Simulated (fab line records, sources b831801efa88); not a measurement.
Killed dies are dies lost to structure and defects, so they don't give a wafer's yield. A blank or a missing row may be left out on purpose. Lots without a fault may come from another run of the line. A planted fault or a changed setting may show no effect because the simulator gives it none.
Which tool did it? | flow sky130 | 6 lots, 18 wafers sampled, at 2 steps of a route of 708

WHAT THE GAUGES READ, wafer by wafer
SKY_VIA4_THK_MEAS_01.
lot  | measured     | on            | VIA4_HDPCVD_THK (nm)
L864 | day 42 07:39 | film_metro-01 | 1738 1747 1756
L866 | day 43 05:54 | film_metro-04 | 1754 1753 1747
L868 | day 43 14:39 | film_metro-04 | 1766 1766 1768
L871 | day 44 08:13 | film_metro-03 | 1765 1773 1774
L874 | day 45 10:49 | film_metro-03 | 1749 1759 1729
L879 | day 46 12:38 | film_metro-04 | 1742 1733 1731

WHICH TOOL RAN EACH LOT (tool, then ch and the chambers of the sampled wafers, then the start)
lot  | SKY_METAL4_SPUTTER_03
L864 | pvd_sputter-01, day 40 05:22
L866 | pvd_sputter-01, day 41 04:52
L868 | pvd_sputter-04, day 41 12:54
L871 | pvd_sputter-04, day 42 08:56
L874 | pvd_sputter-01, day 43 11:47
L879 | pvd_sputter-01, day 44 16:12
- SKY_METAL4_SPUTTER_03: material Ti, target thk 5 nm, time 3.3 s.

THE ANSWER, worked out from the rows above alone
Rule: what is usual is taken from the lots themselves. Put in order of their means at a reading, lots are off if they are a third of the lots or fewer, leave a main group of 4 or more, and stand apart from it by a gap of 3 or more times the standard deviation of the main group's means; of several such gaps the widest counts. A main group whose means are all the same, to the digits that the tables above print for the reading, isn't used. A lot without any number at a reading at which 4 lots or more have one is off too. The other lots that the step has rows for count as sound.
No lot is off at any reading shown: from this, nothing can be told.

WHAT THE SIMULATOR HAD PUT IN
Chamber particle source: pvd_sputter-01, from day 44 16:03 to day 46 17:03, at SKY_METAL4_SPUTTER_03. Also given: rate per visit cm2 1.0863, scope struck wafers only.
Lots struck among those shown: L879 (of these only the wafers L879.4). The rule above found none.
